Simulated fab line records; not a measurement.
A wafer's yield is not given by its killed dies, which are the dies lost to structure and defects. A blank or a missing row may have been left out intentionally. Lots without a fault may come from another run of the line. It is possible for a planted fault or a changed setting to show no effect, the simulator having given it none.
fab line records -- flow sfq-line
record lots=6, wafers=18, last-day=90
route steps=325 shown I0@47 M1@58 I1@73 M2@88 M8@325
lots that met no fault: from a run of the same line without faults
start-h: hours from the record's opening day to when the first of the lot's shown wafers began -- wait-h: how many hours have passed since the lot's step before this one -- " identical to the entry in the row above -- L1.1+2: several wafers, shown together as one row -- - value missing, or start not given -- * or withheld: withheld -- < > ~ a bound
route shown NAME@n: a module of which the file shows steps, and the number in the route of the first -- usual: mean/standard deviation taken from wafers without a fault -- same: alike in all rows -- chamber/n: place in a boat -- sites: per-site readings -- _std_site: standard deviation across them -- _edge_site: mean of outer sites minus mean of inner sites -- radius-mm: how far each site lies from the wafer's centre -- mask NAME#n: copy n -- behind: the last tool/chamber to shape the wafer -- hold: cause of the lot's hold/its duration in hours/its outcome -- device: transistor that didn't switch, given as n, p or np -- end of line: the tests these same wafers got at the end of their route -- where a step has no rows: the recipe by itself -- killed: dies lost to structure and defects at the first sort, not the wafer's yield -- map: per-die view of a wafer (x killed, . not killed, _ where there is no die)
set.NAME: the setting as run; set.NAME@STEP: as run at that earlier step -- model.NAME: the simulator's own value behind a step, which no gauge read
lots at some steps of the route; a table a step, a row a wafer
services: a tool's chamber out of use, with start hour (start-h, from the record's first day; less than 0 if before it), hours out, and reason
## steps
# step SFQ_TRILAYER_I0_VIA_LITHO_COAT_036
# recipe resist=BARC, spin-rpm=3000, resist-thk-nm=62
# step SFQ_TRILAYER_I0_VIA_LITHO_COAT_031
# recipe resist=KrF, spin-rpm=3000, resist-thk-nm=650
# step SFQ_TRILAYER_I0_VIA_LITHO_SOFTBAKE_035
# recipe temp-c=withheld, time-s=withheld, resist=KrF
# step SFQ_TRILAYER_I0_VIA_LITHO_EXPOSE_032
# recipe mask-id=I0, na=0.6, source-shape=conventional, sigma-outer=0.65, target-cd-nm=500, dose-mj=21.3
# step SFQ_TRILAYER_I0_VIA_LITHO_PEB_034
# recipe peb-temp-c=115, peb-time-s=60, resist=KrF
# step SFQ_TRILAYER_I0_VIA_LITHO_DEVELOP_033
# recipe time-s=60, resist=KrF
# step SFQ_I0_OVL_MEAS_908
# usual I0_OVL=1/5.2
lot.wafer,tool,chamber,start-h,wait-h,I0_OVL[nm]
L328.1,overlay-02,-,299.42,0.1,4
L328.5,overlay-02,-,299.42,0.1,2
L328.6,overlay-02,-,299.42,0.1,1
L334.2,overlay-01,-,339.50,0.1,-1
L334.3,overlay-01,-,339.50,0.1,1
L334.4,overlay-01,-,339.50,0.1,0
L335.2,overlay-01,-,340.70,0.1,8
L335.3,overlay-01,-,340.70,0.1,6
L335.6,overlay-01,-,340.70,0.1,7
L338.2,overlay-01,-,363.50,0.1,4
L338.3,overlay-01,-,363.50,0.1,3
L338.6,overlay-01,-,363.50,0.1,2
L344.1,overlay-02,-,402.49,0.1,5
L344.2,overlay-02,-,402.49,0.1,7
L344.3,overlay-02,-,402.49,0.1,-2
L348.2,overlay-02,-,442.06,0.1,10
L348.3,overlay-02,-,442.06,0.1,7
L348.5,overlay-02,-,442.06,0.1,12
# step SFQ_TRILAYER_I0_VIA_BARC_OPEN_VIA_ETCH_046
# recipe mask-material=PR, chemistry=O2, target-depth-nm=125, target=BARC, source-w=500, bias-w=80, pressure-mtorr=30, time-s=41.7
# step SFQ_TRILAYER_I0_VIA_ETCH_VIA_ETCH_034
# recipe target=SiO2, stop-on=Nb, mask-material=PR, taper-deg=20, chemistry=CHF3, target-depth-nm=260, source-w=500, bias-w=80, pressure-mtorr=30, time-s=withheld
# step SFQ_TRILAYER_I0_VIA_STRIP_STRIP_035
# recipe gas=O2, power-w=200, platen-temp-c=40, overash-fraction=0.65, chemistry=O2, pressure-mtorr=50
# usual drypump-motor-current-A=5.6/0.4, oes-product-au=1.000/0.0095
# same overash-fraction=0.65
lot.wafer,tool,chamber,start-h,wait-h,drypump-motor-current-A,oes-product-au,rf-hours-counter-h
L328.1,rie-metal-02,0,299.60,-,5.0,1.000,164
L328.5,rie-metal-02,0,299.60,-,5.0,0.997,-
L328.6,rie-metal-02,1,299.60,-,5.7,0.985,-
L334.2,rie-metal-02,0,339.68,-,5.0,1.012,170
L334.3,rie-metal-02,1,339.68,-,5.7,0.993,-
L334.4,rie-metal-02,0,339.68,-,5.0,1.018,-
L335.2,rie-metal-01,0,340.88,-,5.1,1.023,152
L335.3,rie-metal-01,1,340.88,-,6.7,0.991,-
L335.6,rie-metal-01,0,340.88,-,5.1,1.022,-
L338.2,rie-metal-04,1,363.74,-,5.9,0.991,13
L338.3,rie-metal-04,1,363.74,-,5.9,0.994,-
L338.6,rie-metal-04,1,363.74,-,5.9,0.992,-
L344.1,rie-metal-02,1,402.68,-,5.7,0.991,134
L344.2,rie-metal-02,0,402.68,-,5.0,0.989,1
L344.3,rie-metal-02,0,402.68,-,5.0,0.979,-
L348.2,rie-metal-04,1,442.24,-,5.9,0.989,24
L348.3,rie-metal-04,1,442.24,-,5.9,0.981,-
L348.5,rie-metal-04,0,442.24,-,5.7,1.013,-
# step SFQ_TRILAYER_I0_VIA_STRIP_SOLV_CLEAN_036
# recipe chemistry=NMP, temp-c=70, time-s=600
# step SFQ_TRILAYER_M1_DEP_PRE_CLEAN_038
# recipe gas=Ar, time-s=22.5, bias-v=250
# step SFQ_TRILAYER_M1_DEP_SPUTTER_037
# recipe material=Nb, base-pressure-pa=1.33e-06, chamber-pressure-pa=0.1333, substrate-temp-c=20, resputter-cathode-voltage-v=400, target-thk-nm=200, power-w=2000, time-s=133.3
# usual base-pressure-pa=1.31e-06/9.2e-08, throttle-valve-pct=30.1/1.2
lot.wafer,tool,chamber,start-h,wait-h,base-pressure-pa,throttle-valve-pct,model.Nb_of_TRILAYER_M1_DEP_SPUTTER_037.thk-nm
L328.1,pvd-sputter-03,-,300.41,0.0,1.33e-06,29.5,196.6
L328.5,pvd-sputter-03,-,300.41,0.0,1.35e-06,31.0,193.6
L328.6,pvd-sputter-03,-,300.41,0.0,1.39e-06,29.7,196.7
L334.2,pvd-sputter-03,-,340.49,0.0,1.27e-06,29.0,200
L334.3,pvd-sputter-03,-,340.49,0.0,1.26e-06,31.0,325.9
L334.4,pvd-sputter-03,-,340.49,0.0,1.24e-06,28.9,200.3
L335.2,pvd-sputter-06,-,341.69,0.0,1.27e-06,30.3,199.6
L335.3,pvd-sputter-06,-,341.69,0.0,1.25e-06,31.7,197.6
L335.6,pvd-sputter-06,-,341.69,0.0,1.4e-06,31.5,197.7
L338.2,pvd-sputter-03,-,364.54,0.0,1.34e-06,29.7,195.1
L338.3,pvd-sputter-03,-,364.54,0.0,1.31e-06,29.0,199.9
L338.6,pvd-sputter-03,-,364.54,0.0,1.26e-06,30.9,323.5
L344.1,pvd-sputter-04,-,403.48,0.0,1.51e-06,28.3,203.1
L344.2,pvd-sputter-04,-,403.48,0.0,1.25e-06,31.3,203.3
L344.3,pvd-sputter-04,-,403.48,0.0,1.4e-06,31.4,200.8
L348.2,pvd-sputter-04,-,443.06,0.0,1.31e-06,30.7,202.3
L348.3,pvd-sputter-04,-,443.06,0.0,1.34e-06,31.2,201
L348.5,pvd-sputter-04,-,443.06,0.0,1.35e-06,27.9,202.6
# step SFQ_M1_RS_MEAS_909
# recipe thk-meas-gauge=four-point-probe, reads=Nb_of_TRILAYER_M1_DEP_SPUTTER_037
# usual M1_NB_RS=0.889/0.01
lot.wafer,tool,chamber,start-h,wait-h,M1_NB_RS[ohm/sq]
L328.1,film-metro-01,-,300.51,0.1,0.904
L328.5,film-metro-01,-,300.51,0.1,0.919
L328.6,film-metro-01,-,300.51,0.1,0.905
L334.2,film-metro-04,-,340.60,0.1,0.892
L334.3,film-metro-04,-,340.60,0.1,0.544
L334.4,film-metro-04,-,340.60,0.1,0.890
L335.2,film-metro-01,-,341.80,0.1,0.889
L335.3,film-metro-01,-,341.80,0.1,0.899
L335.6,film-metro-01,-,341.80,0.1,0.898
L338.2,film-metro-04,-,364.65,0.1,0.913
L338.3,film-metro-04,-,364.65,0.1,0.889
L338.6,film-metro-04,-,364.65,0.1,0.547
L344.1,film-metro-02,-,403.57,0.0,0.874
L344.2,film-metro-02,-,403.57,0.0,0.874
L344.3,film-metro-02,-,403.57,0.0,0.881
L348.2,film-metro-04,-,443.17,0.1,0.880
L348.3,film-metro-04,-,443.17,0.1,0.885
L348.5,film-metro-04,-,443.17,0.1,0.879
# step SFQ_TRILAYER_M1_LITHO_COAT_044
# recipe resist=BARC, spin-rpm=3000, resist-thk-nm=62
# step SFQ_TRILAYER_M1_LITHO_COAT_039
# recipe resist=KrF, spin-rpm=3000, resist-thk-nm=600
# step SFQ_TRILAYER_M1_LITHO_SOFTBAKE_043
# recipe temp-c=withheld, time-s=withheld, resist=KrF
# step SFQ_TRILAYER_M1_LITHO_EXPOSE_040
# recipe mask-id=M1, na=0.6, source-shape=conventional, sigma-outer=0.65, target-cd-nm=500, dose-mj=14.4
# step SFQ_TRILAYER_M1_LITHO_PEB_042
# recipe peb-temp-c=115, peb-time-s=60, resist=KrF
# step SFQ_TRILAYER_M1_LITHO_DEVELOP_041
# recipe time-s=60, resist=KrF
# step SFQ_M1_OVL_MEAS_911
# usual M1_OVL=3/5.8
lot.wafer,tool,chamber,start-h,wait-h,M1_OVL[nm]
L328.1,overlay-02,-,412.09,0.1,5
L328.5,overlay-02,-,412.09,0.1,10
L328.6,overlay-02,-,412.09,0.1,15
L334.2,overlay-02,-,456.62,0.1,6
L334.3,overlay-02,-,456.62,0.1,4
L334.4,overlay-02,-,456.62,0.1,0
L335.2,overlay-02,-,457.82,0.1,-3
L335.3,overlay-02,-,457.82,0.1,13
L335.6,overlay-02,-,457.82,0.1,5
L338.2,overlay-01,-,473.42,0.1,10
L338.3,overlay-01,-,473.42,0.1,-1
L338.6,overlay-01,-,473.42,0.1,6
L344.1,overlay-01,-,522.14,0.1,-12
L344.2,overlay-01,-,522.14,0.1,-8
L344.3,overlay-01,-,522.14,0.1,-14
L348.2,overlay-02,-,564.70,0.1,7
L348.3,overlay-02,-,564.70,0.1,3
L348.5,overlay-02,-,564.70,0.1,5
# step SFQ_TRILAYER_M1_BARC_OPEN_METAL_ETCH_054
# recipe mask-material=PR, chemistry=O2, target-depth-nm=125, target=BARC, icp-w=600, bias-w=80, pressure-mtorr=10, time-s=41.7
# step SFQ_TRILAYER_M1_ETCH_METAL_ETCH_042
# recipe target=Nb, stop-on=SiO2, mask-material=PR, chemistry=Cl2/Ar, target-depth-nm=240, icp-w=600, bias-w=80, pressure-mtorr=10, time-s=120
# usual drypump-motor-current-A=5.6/0.67, oes-product-au=0.894/0.0073
lot.wafer,tool,chamber,start-h,wait-h,drypump-motor-current-A,oes-product-au,rf-hours-counter-h
L328.1,rie-metal-03,0,412.18,0.0,5.1,0.885,160
L328.5,rie-metal-03,0,412.18,0.0,5.1,0.879,-
L328.6,rie-metal-03,1,412.18,0.0,5.3,0.887,-
L334.2,rie-metal-01,1,456.71,0.0,6.7,0.896,142
L334.3,rie-metal-01,1,456.71,0.0,6.7,0.987,-
L334.4,rie-metal-01,0,456.71,0.0,5.1,0.892,-
L335.2,rie-metal-01,0,457.91,0.0,5.1,0.901,3
L335.3,rie-metal-01,0,457.91,0.0,5.1,0.883,-
L335.6,rie-metal-01,1,457.91,0.0,6.7,0.886,-
L338.2,rie-metal-03,1,473.61,0.1,5.3,0.882,-
L338.3,rie-metal-03,1,473.61,0.1,5.3,0.895,-
L338.6,rie-metal-03,1,473.61,0.1,5.3,0.996,-
L344.1,rie-metal-03,1,522.24,0.0,5.2,0.896,161
L344.2,rie-metal-03,0,522.24,0.0,5.1,0.906,7
L344.3,rie-metal-03,1,522.24,0.0,5.2,0.892,-
L348.2,rie-metal-02,0,564.89,0.1,5.0,0.895,-
L348.3,rie-metal-02,0,564.89,0.1,5.0,0.895,-
L348.5,rie-metal-02,0,564.89,0.1,5.0,0.910,-
# step SFQ_TRILAYER_M1_STRIP_STRIP_043
# recipe gas=O2, power-w=200, platen-temp-c=40, overash-fraction=0.65, chemistry=O2, pressure-mtorr=50
# usual drypump-motor-current-A=5.6/0.67, oes-product-au=0.995/0.0096
# same overash-fraction=0.65
lot.wafer,tool,chamber,start-h,wait-h,drypump-motor-current-A,oes-product-au,rf-hours-counter-h
L328.1,rie-metal-03,0,412.31,0.1,5.1,0.999,160
L328.5,rie-metal-03,0,412.31,0.1,5.1,0.995,-
L328.6,rie-metal-03,1,412.31,0.1,5.3,0.989,-
L334.2,rie-metal-01,1,456.83,0.1,6.6,0.982,142
L334.3,rie-metal-01,1,456.83,0.1,6.6,0.989,-
L334.4,rie-metal-01,0,456.83,0.1,5.1,1.000,-
L335.2,rie-metal-01,0,458.03,0.1,5.1,0.995,3
L335.3,rie-metal-01,0,458.03,0.1,5.1,0.978,-
L335.6,rie-metal-01,1,458.03,0.1,6.7,0.988,-
L338.2,rie-metal-03,1,474.02,0.4,5.3,1.009,-
L338.3,rie-metal-03,1,474.02,0.4,5.2,1.011,-
L338.6,rie-metal-03,1,474.02,0.4,5.3,1.006,-
L344.1,rie-metal-03,1,522.36,0.1,5.2,1.006,161
L344.2,rie-metal-03,0,522.36,0.1,5.1,1.005,7
L344.3,rie-metal-03,1,522.36,0.1,5.2,0.998,-
L348.2,rie-metal-02,0,565.30,0.4,5.0,0.995,-
L348.3,rie-metal-02,0,565.30,0.4,5.0,0.996,-
L348.5,rie-metal-02,0,565.30,0.4,5.0,1.005,-
# step SFQ_TRILAYER_M1_STRIP_SOLV_CLEAN_044
# recipe chemistry=NMP, temp-c=70, time-s=600
# step SFQ_TRILAYER_I1_DEP_PECVD_045
# recipe material=SiO2, temp-c=150, time-s=111.11, pressure-torr=2.4, rf-w=183.3, precursor=SiH4/N2O, target-thk-nm=500
# usual heater-power-w=93/11, showerhead-vpp-V=849/36, throttle-valve-pct=24.3/1.4
lot.wafer,tool,chamber,start-h,wait-h,heater-power-w,showerhead-vpp-V,since-wet-clean-h,throttle-valve-pct
L328.1,pecvd-03,1,413.08,0.0,94,872,205,24.5
L328.5,pecvd-03,0,413.08,0.0,101,812,-,23.5
L328.6,pecvd-03,1,413.08,0.0,98,889,-,24.7
L334.2,pecvd-03,2,457.61,0.0,83,856,249,22.7
L334.3,pecvd-03,0,457.61,0.0,109,817,249,23.2
L334.4,pecvd-03,1,457.61,0.0,95,878,-,24.8
L335.2,pecvd-01,2,458.81,0.0,102,862,1004,24.6
L335.3,pecvd-01,1,458.81,0.0,89,940,1004,25.5
L335.6,pecvd-01,0,458.81,0.0,78,831,-,27.8
L338.2,pecvd-01,2,475.19,0.0,105,869,1020,24.6
L338.3,pecvd-01,0,475.19,0.0,69,844,1020,27.6
L338.6,pecvd-01,1,475.19,0.0,97,916,-,25.4
L344.1,pecvd-02,1,523.15,0.0,98,801,1437,25.4
L344.2,pecvd-02,2,523.15,0.0,77,850,1437,23.6
L344.3,pecvd-02,0,523.15,0.0,94,846,1437,24.2
L348.2,pecvd-03,1,566.47,0.0,99,884,358,25.0
L348.3,pecvd-03,0,566.47,0.0,116,801,358,23.2
L348.5,pecvd-03,1,566.47,0.0,84,863,-,25.2
# step SFQ_TRILAYER_I1_CMP_CMP_046
# recipe material=SiO2, down-force-psi=3, platen-rpm=60, pad-velocity-m-s=0.94248
# usual motor-current-A=10.6/1.3, time-to-endpoint-s=215/6.8
lot.wafer,tool,chamber,start-h,wait-h,motor-current-A,time-to-endpoint-s
L328.1,cmp-02,0,413.76,0.6,10.0,225
L328.5,cmp-02,0,415.76,2.6,10.7,222
L328.6,cmp-02,1,415.76,2.6,12.4,227
L334.2,cmp-01,1,464.28,6.6,9.9,217
L334.4,cmp-01,3,465.28,7.6,10.5,226
L334.3,cmp-01,0,465.28,7.6,9.1,220
L335.2,cmp-01,0,467.28,8.4,8.7,223
L335.3,cmp-01,3,468.78,9.9,10.4,206
L335.6,cmp-01,0,468.78,9.9,8.9,222
L338.3,cmp-02,3,477.06,1.8,11.8,216
L338.2,cmp-02,2,478.56,3.3,9.6,211
L338.6,cmp-02,0,479.56,4.3,10.4,224
L344.1,cmp-02,3,523.73,0.5,12.4,213
L344.3,cmp-02,0,523.73,0.5,10.4,217
L344.2,cmp-02,1,523.73,0.5,13.5,215
L348.2,cmp-01,0,582.42,15.9,8.5,224
L348.3,cmp-01,3,583.92,17.4,11.0,217
L348.5,cmp-01,1,584.92,18.4,9.8,216
# step SFQ_I1_BOW_MEAS_912
# recipe mode=bow
# usual I1_BOW=1/7.5
lot.wafer,tool,chamber,start-h,wait-h,I1_BOW[um]
L328.1,film-metro-01,-,416.76,2.5,-2
L328.5,film-metro-01,-,416.76,2.5,-14
L328.6,film-metro-01,-,416.76,2.5,-16
L334.2,film-metro-01,-,467.30,2.5,-6
L334.3,film-metro-01,-,467.30,2.5,-4
L334.4,film-metro-01,-,467.30,2.5,-3
L335.2,film-metro-04,-,470.30,2.5,6
L335.3,film-metro-04,-,470.30,2.5,11
L335.6,film-metro-04,-,470.30,2.5,-1
L338.2,film-metro-01,-,480.08,1.0,15
L338.3,film-metro-01,-,480.08,1.0,9
L338.6,film-metro-01,-,480.08,1.0,21
L344.1,film-metro-01,-,526.23,2.0,5
L344.2,film-metro-01,-,526.23,2.0,10
L344.3,film-metro-01,-,526.23,2.0,3
L348.2,film-metro-01,-,585.44,2.5,3
L348.3,film-metro-01,-,585.44,2.5,-6
L348.5,film-metro-01,-,585.44,2.5,-10
# step SFQ_TRILAYER_I1_METRO_MEASURE_047
# step SFQ_TRILAYER_I1_VIA_LITHO_COAT_054
# recipe resist=BARC, spin-rpm=3000, resist-thk-nm=62
# step SFQ_TRILAYER_I1_VIA_LITHO_COAT_049
# recipe resist=KrF, spin-rpm=3000, resist-thk-nm=650
# step SFQ_TRILAYER_I1_VIA_LITHO_SOFTBAKE_053
# recipe temp-c=withheld, time-s=withheld, resist=KrF
# step SFQ_TRILAYER_I1_VIA_LITHO_EXPOSE_050
# recipe mask-id=I1, na=0.6, source-shape=conventional, sigma-outer=0.65, target-cd-nm=500, dose-mj=21.3
# step SFQ_TRILAYER_I1_VIA_LITHO_PEB_052
# recipe peb-temp-c=115, peb-time-s=60, resist=KrF
# step SFQ_TRILAYER_I1_VIA_LITHO_DEVELOP_051
# recipe time-s=60, resist=KrF
# step SFQ_I1_OVL_MEAS_913
# usual I1_OVL=-1/4.4
lot.wafer,tool,chamber,start-h,wait-h,I1_OVL[nm]
L328.1,overlay-01,-,541.14,0.1,-1
L328.5,overlay-01,-,541.14,0.1,1
L328.6,overlay-01,-,541.14,0.1,-5
L334.2,overlay-02,-,594.82,0.1,-7
L334.3,overlay-02,-,594.82,0.1,5
L334.4,overlay-02,-,594.82,0.1,-7
L335.2,overlay-01,-,598.42,0.1,-10
L335.3,overlay-01,-,598.42,0.1,0
L335.6,overlay-01,-,598.42,0.1,-5
L338.2,overlay-01,-,607.42,0.1,-6
L338.3,overlay-01,-,607.42,0.1,-2
L338.6,overlay-01,-,607.42,0.1,-3
L344.1,overlay-02,-,671.66,0.1,3
L344.2,overlay-02,-,671.66,0.1,0
L344.3,overlay-02,-,671.66,0.1,-1
L348.2,overlay-02,-,717.27,0.1,6
L348.3,overlay-02,-,717.27,0.1,12
L348.5,overlay-02,-,717.27,0.1,7
# step SFQ_TRILAYER_I1_VIA_BARC_OPEN_VIA_ETCH_071
# recipe mask-material=PR, chemistry=O2, target-depth-nm=125, target=BARC, source-w=500, bias-w=80, pressure-mtorr=30, time-s=41.7
# usual drypump-motor-current-A=5.7/0.36, oes-product-au=0.686/0.0046
lot.wafer,tool,chamber,start-h,wait-h,drypump-motor-current-A,oes-product-au,rf-hours-counter-h
L328.1,rie-diel-03,0,541.18,0.0,5.3,0.685,11
L328.5,rie-diel-03,3,541.18,0.0,5.3,0.687,-
L328.6,rie-diel-03,0,541.18,0.0,5.3,0.686,-
L334.2,rie-diel-01,2,594.85,0.0,6.0,0.684,1
L334.3,rie-diel-01,0,594.85,0.0,5.4,0.686,3
L334.4,rie-diel-01,3,594.85,0.0,5.2,0.690,8
L335.2,rie-diel-03,1,598.45,0.0,5.7,0.684,11
L335.3,rie-diel-03,2,598.45,0.0,6.1,0.691,3
L335.6,rie-diel-03,2,598.45,0.0,6.2,0.684,-
L338.2,rie-diel-01,0,607.45,0.0,5.4,0.687,3
L338.3,rie-diel-01,1,607.45,0.0,5.8,0.679,6
L338.6,rie-diel-01,2,607.45,0.0,5.9,0.691,-
L344.1,rie-diel-03,2,671.70,0.0,6.1,0.679,4
L344.2,rie-diel-03,1,671.70,0.0,5.7,0.685,12
L344.3,rie-diel-03,3,671.70,0.0,5.3,0.681,9
L348.2,rie-diel-01,1,717.30,0.0,5.8,0.700,8
L348.3,rie-diel-01,2,717.30,0.0,6.0,0.685,3
L348.5,rie-diel-01,0,717.30,0.0,5.4,0.675,-
# step SFQ_TRILAYER_I1_VIA_ETCH_VIA_ETCH_052
# recipe target=SiO2, stop-on=Nb, mask-material=PR, taper-deg=20, chemistry=CHF3, target-depth-nm=260, source-w=500, bias-w=80, pressure-mtorr=30, time-s=withheld
# step SFQ_TRILAYER_I1_VIA_STRIP_STRIP_053
# recipe gas=O2, power-w=200, platen-temp-c=40, overash-fraction=0.65, chemistry=O2, pressure-mtorr=50
# step SFQ_TRILAYER_I1_VIA_STRIP_SOLV_CLEAN_054
# recipe chemistry=NMP, temp-c=70, time-s=600
# step SFQ_TRILAYER_M2_DEP_PRE_CLEAN_056
# recipe gas=Ar, time-s=22.5, bias-v=250
# step SFQ_M8_BOW_MEAS_951
# recipe mode=bow
# usual M8_BOW=6/12
lot.wafer,tool,chamber,start-h,wait-h,M8_BOW[um],model.etest.m1.comb-log10-ohm,model.etest.m1.ohm-sq
L328.1,film-metro-03,-,1782.79,0.0,-6,12,0.9039
L328.5,film-metro-03,-,1782.79,0.0,-17,12,0.9176
L328.6,film-metro-03,-,1782.79,0.0,-21,12,0.903
L334.2,film-metro-02,-,1843.13,0.0,-10,12,0.8882
L334.3,film-metro-02,-,1843.13,0.0,-8,0,0.5452
L334.4,film-metro-02,-,1843.13,0.0,-8,12,0.8871
L335.2,film-metro-02,-,1844.33,0.0,11,12,0.8903
L335.3,film-metro-02,-,1844.33,0.0,16,12,0.899
L335.6,film-metro-02,-,1844.33,0.0,6,12,0.8986
L338.2,film-metro-03,-,1903.29,0.0,27,12,0.9108
L338.3,film-metro-03,-,1903.29,0.0,21,12,0.8887
L338.6,film-metro-03,-,1903.29,0.0,32,0,0.5493
L344.1,film-metro-02,-,2079.08,0.0,2,12,0.8747
L344.2,film-metro-02,-,2079.08,0.0,7,12,0.8739
L344.3,film-metro-02,-,2079.08,0.0,2,12,0.8847
L348.2,film-metro-03,-,2149.37,0.0,23,12,0.8784
L348.3,film-metro-03,-,2149.37,0.0,17,12,0.8838
L348.5,film-metro-03,-,2149.37,0.0,12,12,0.8768
## services
tool,chamber,start-h,hours,kind
pecvd-03,1,284.82,19.8,repair
cmp-01,-,305.19,3.3,repair
cmp-01,-,314.66,2.7,repair
rie-diel-03,-,344.23,2.8,pm
rie-metal-02,-,371.76,4.3,pm
rie-diel-03,2,375.91,10.8,repair
rie-diel-01,1,377.82,11.1,repair
rie-diel-03,3,385.15,20.4,repair
cmp-01,-,400.09,9.2,repair
cmp-01,-,409.28,4.0,pm
pvd-sputter-03,-,411.05,4.5,repair
rie-metal-03,-,422.78,2.8,pm
rie-diel-03,-,430.49,0.2,repair
rie-metal-01,0,495.49,4.0,repair
rie-metal-02,0,525.19,1.5,repair
rie-metal-03,-,545.34,0.9,repair
rie-metal-02,-,548.38,2.3,repair
rie-metal-02,-,571.03,14.6,pm
rie-metal-01,0,581.34,4.3,repair
rie-metal-02,1,602.67,3.5,repair
rie-metal-03,-,618.25,1.4,pm
rie-metal-01,0,624.52,4.5,repair
rie-metal-02,0,690.51,14.1,repair
rie-metal-01,-,694.05,2.8,pm
## key
first-sign step=SFQ_M1_RS_MEAS_909, reading=M1_NB_RS, direction=down, sigmas=33, usual=0.889, struck=0.546
effect step=SFQ_TRILAYER_M1_ETCH_METAL_ETCH_042, reading=oes-product-au, direction=up, sigmas=13, usual=0.894, struck=0.992
model-effect step=SFQ_TRILAYER_M1_DEP_SPUTTER_037, value=Nb_of_TRILAYER_M1_DEP_SPUTTER_037.thk-nm, without=197.4, struck=324.7
model-effect step=SFQ_M8_BOW_MEAS_951, value=etest.m1.comb-log10-ohm, without=12, struck=0
met-at SFQ_TRILAYER_M1_DEP_SPUTTER_037
struck-wafers L334.3,L338.6
onset-between 300.41 340.49
fault kind=process-parameter-drift, tool=pvd-sputter-03, chamber=-, onset-h=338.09, steps=SFQ_TRILAYER_M1_DEP_SPUTTER_037, channel=time-s, offset=*, shape=step, end-h=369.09, acts-in=*, stated=*, scope=struck-wafers-only
